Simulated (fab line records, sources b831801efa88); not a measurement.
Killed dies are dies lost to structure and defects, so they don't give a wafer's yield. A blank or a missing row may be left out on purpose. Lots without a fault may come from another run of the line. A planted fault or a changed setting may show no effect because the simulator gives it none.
Which tool did it? | flow gf180mcu | 12 lots, 36 wafers sampled, at 5 steps of a route of 602

WHAT THE GAUGES READ, wafer by wafer
GF_CONTACT_THK_MEAS_26: measures by xrf. Usual: CONTACT_W_THK 286 nm, standard deviation 3.7.
lot  | measured     | on            | CONTACT_W_THK (nm) | flag
L738 | day 16 09:46 | film_metro-02 | 285 285 287        |
L740 | day 16 18:10 | film_metro-01 | 290 284 288        |
L739 | day 16 20:35 | film_metro-01 | 290 288 286        |
L748 | day 20 04:42 | film_metro-04 | 288 290 291        |
L749 | day 20 12:38 | film_metro-01 | 293 294 299        |
L751 | day 21 01:41 | film_metro-04 | 285 288 285        |
L752 | day 21 05:24 | film_metro-01 | 290 287 289        |
L753 | day 21 18:05 | film_metro-02 | 280 284 285        |
L754 | day 22 01:02 | film_metro-02 | 284 285 286        |
L755 | day 22 11:59 | film_metro-02 | 286 289 288        |
L756 | day 22 16:51 | film_metro-02 | 282 285 286        |
L761 | day 24 05:47 | film_metro-04 | 286 284 283        |

GF_M1_RS_MEAS_05: measures by four-point-probe. Usual: M1_ALCU_RS 0.0697 ohm/sq, standard deviation 0.00087.
lot  | measured     | on            | M1_ALCU_RS (ohm/sq)  | flag
L738 | day 16 10:20 | film_metro-02 | 0.0691 0.0691 0.0695 |
L740 | day 16 18:59 | film_metro-01 | 0.0696 0.0695 0.0690 |
L739 | day 16 21:10 | film_metro-01 | 0.0696 0.0698 0.0715 |
L748 | day 20 05:17 | film_metro-02 | 0.0698 0.0709 0.0704 |
L749 | day 20 13:15 | film_metro-01 | 0.0689 0.0693 0.0689 |
L751 | day 21 02:16 | film_metro-03 | 0.0708 0.0704 0.0705 |
L752 | day 21 06:00 | film_metro-03 | 0.0697 0.0699 0.0698 |
L753 | day 21 18:46 | film_metro-02 | 0.0709 0.0709 0.0709 |
L754 | day 22 01:37 | film_metro-03 | 0.0697 0.0697 0.0681 |
L755 | day 22 12:35 | film_metro-03 | 0.0688 0.0686 0.0687 |
L756 | day 22 17:27 | film_metro-03 | 0.0695 0.0699 0.0706 |
L761 | day 24 06:22 | film_metro-03 | 0.0709 0.0700 0.0707 |

WHICH TOOL RAN EACH LOT (tool, then ch and the chambers of the sampled wafers, then the start)
lot  | GF_HV_LDD_COAT_26                 | GF_HV_LDD_STRIP_37                   | GF_CONTACT_STRIP_18
L738 | litho_track-03 ch 0, day 11 08:45 | plasma_asher-02 ch 0,1, day 11 19:07 | plasma_asher-01 ch 0,1, day 16 09:07
L740 | litho_track-02 ch 0, day 11 16:29 | plasma_asher-03 ch 0,1, day 12 02:22 | plasma_asher-01 ch 0,1, day 16 17:33
L739 | litho_track-04 ch 0, day 11 16:33 | plasma_asher-01 ch 0,1, day 12 02:38 | plasma_asher-03 ch 0,1, day 16 19:58
L748 | litho_track-02 ch 0, day 14 12:32 | plasma_asher-02 ch 1, day 15 00:20   | plasma_asher-01 ch 0,1, day 20 04:04
L749 | litho_track-04 ch 0, day 14 20:34 | plasma_asher-01 ch 0,1, day 15 08:11 | plasma_asher-02 ch 0,1, day 20 11:55
L751 | litho_track-04 ch 0, day 15 08:24 | plasma_asher-03 ch 0,1, day 15 20:09 | plasma_asher-02 ch 0,1, day 21 01:04
L752 | litho_track-02 ch 0, day 15 12:11 | plasma_asher-02 ch 0,1, day 16 00:20 | plasma_asher-02 ch 0,1, day 21 04:47
L753 | litho_track-02 ch 0, day 16 01:23 | plasma_asher-03 ch 0, day 16 13:11   | plasma_asher-01 ch 0, day 21 17:25
L754 | litho_track-04 ch 0, day 16 08:39 | plasma_asher-02 ch 0,1, day 16 20:59 | plasma_asher-01 ch 0,1, day 22 00:25
L755 | litho_track-03 ch 0, day 16 17:54 | plasma_asher-01 ch 0,1, day 17 06:17 | plasma_asher-01 ch 0,1, day 22 11:17
L756 | litho_track-04 ch 0, day 16 20:39 | plasma_asher-02 ch 0,1, day 17 08:47 | plasma_asher-01 ch 0,1, day 22 16:15
L761 | litho_track-03 ch 0, day 18 10:50 | plasma_asher-02 ch 0,1, day 19 00:03 | plasma_asher-02 ch 0,1, day 24 05:10
- GF_HV_LDD_COAT_26: resist thk 1000 nm.
- GF_HV_LDD_STRIP_37: strips in O2/N2.
- GF_CONTACT_STRIP_18: strips in O2/N2.

WHAT THE TOOLS THEMSELVES READ (means of the sampled wafers that have a number; where no wafer has one, the mark that the record gives instead)
GF_HV_LDD_COAT_26. Usual: spin_speed_rpm 3000.2 rpm, standard deviation 2.1.
lot  | tool           | spin_speed_rpm (rpm) | flag
L738 | litho_track-03 | 3002.6               |
L740 | litho_track-02 | 2998.4               |
L739 | litho_track-04 | 2999.3               |
L748 | litho_track-02 | 3000.4               |
L749 | litho_track-04 | 3001.0               |
L751 | litho_track-04 | 2998.2               |
L752 | litho_track-02 | 2999.7               |
L753 | litho_track-02 | 3000.8               |
L754 | litho_track-04 | 3090.4               | OFF
L755 | litho_track-03 | 3000.6               |
L756 | litho_track-04 | 3090.1               | OFF
L761 | litho_track-03 | 3000.7               |

GF_HV_LDD_STRIP_37. Usual: drypump_motor_current_A 5.8 A, standard deviation 0.41; heater_power_w 336 W, standard deviation 30; n2_flow_sccm 300.0 sccm, standard deviation 0.95; oes_product_au 0.717 a.u., standard deviation 0.0046; strip_time_to_endpoint_s 12.65 s, standard deviation 0.033.
lot  | tool            | drypump_motor_current_A (A) | heater_power_w (W) | n2_flow_sccm (sccm) | oes_product_au (a.u.) | strip_time_to_endpoint_s (s) | flag
L738 | plasma_asher-02 | 5.5                         | 313                | 299.5               | 0.717                 | 12.67                        |
L740 | plasma_asher-03 | 5.8                         | 332                | 299.8               | 0.716                 | 12.63                        |
L739 | plasma_asher-01 | 6.4                         | 363                | 300.8               | 0.723                 | 12.67                        |
L748 | plasma_asher-02 | 5.9                         | 310                | 299.8               | 0.718                 | 12.65                        |
L749 | plasma_asher-01 | 6.3                         | 364                | 299.6               | 0.721                 | 12.67                        |
L751 | plasma_asher-03 | 5.8                         | 337                | 300.4               | 0.714                 | 12.65                        |
L752 | plasma_asher-02 | 5.7                         | 310                | 301.1               | 0.712                 | 12.67                        |
L753 | plasma_asher-03 | 6.0                         | 343                | 298.6               | 0.719                 | 12.61                        |
L754 | plasma_asher-02 | 5.5                         | 321                | 301.6               | 0.719                 | 12.48                        | OFF
L755 | plasma_asher-01 | 6.1                         | 392                | 299.3               | 0.715                 | 12.66                        |
L756 | plasma_asher-02 | 5.7                         | 315                | 299.8               | 0.716                 | 12.48                        | OFF
L761 | plasma_asher-02 | 5.7                         | 313                | 299.6               | 0.712                 | 12.67                        |

GF_CONTACT_STRIP_18. Usual: drypump_motor_current_A 6.0 A, standard deviation 0.47; heater_power_w 358 W, standard deviation 37; n2_flow_sccm 299.9 sccm, standard deviation 0.88; oes_product_au 0.580 a.u., standard deviation 0.0051.
lot  | tool            | drypump_motor_current_A (A) | heater_power_w (W) | n2_flow_sccm (sccm) | oes_product_au (a.u.) | flag
L738 | plasma_asher-01 | 6.3                         | 358                | 299.6               | 0.575                 |
L740 | plasma_asher-01 | 6.1                         | 385                | 299.8               | 0.579                 |
L739 | plasma_asher-03 | 5.8                         | 334                | 299.8               | 0.583                 |
L748 | plasma_asher-01 | 6.3                         | 379                | 299.2               | 0.574                 |
L749 | plasma_asher-02 | 5.5                         | 320                | 299.6               | 0.575                 |
L751 | plasma_asher-02 | 5.7                         | 319                | 300.9               | 0.577                 |
L752 | plasma_asher-02 | 5.7                         | 319                | 299.9               | 0.571                 |
L753 | plasma_asher-01 | 5.8                         | 403                | 299.3               | 0.583                 |
L754 | plasma_asher-01 | 6.3                         | 376                | 300.3               | 0.574                 |
L755 | plasma_asher-01 | 6.1                         | 394                | 299.6               | 0.578                 |
L756 | plasma_asher-01 | 6.1                         | 392                | 299.1               | 0.576                 |
L761 | plasma_asher-02 | 5.7                         | 315                | 300.4               | 0.578                 |

THE ANSWER, worked out from the rows above alone
Rule: a lot is off if the mean of its wafers that have a number lies more than 3 standard deviations from the usual mean. A lot without any number at a reading at which 4 lots or more have one is off too. The other lots that the step has rows for count as sound. The gauges are gone through in route order, then the tools' own readings, and for those a lot's mean is taken as printed above. The first step at which some lot is off is used, and at that step the reading that is off furthest; a lot without a number counts as furthest.
Off: L754, L756, at GF_HV_LDD_COAT_26 (spin_speed_rpm).
A tool fits if, at that step or a process step before it, it ran every lot that is off, and no sound lot after the first of them. One fits: litho_track-04 at GF_HV_LDD_COAT_26. Its last sound lot is L751 (day 15 08:24), its first lot that is off L754 (day 16 08:39): a fault that began between those two fits.
The tool's own readings at GF_HV_LDD_COAT_26 bear it out: on the lots that are off they differ by more than 5 times the standard deviation of the sound lots' means. spin_speed_rpm reads 3090.2 rpm there against 3000.2 rpm on the sound lots.

WHAT THE SIMULATOR HAD PUT IN
Process parameter drift: litho_track-04, from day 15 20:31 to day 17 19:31, at GF_HV_LDD_COAT_26. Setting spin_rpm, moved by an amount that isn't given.
Lots struck among those shown: L754, L756. The rule above found the same.
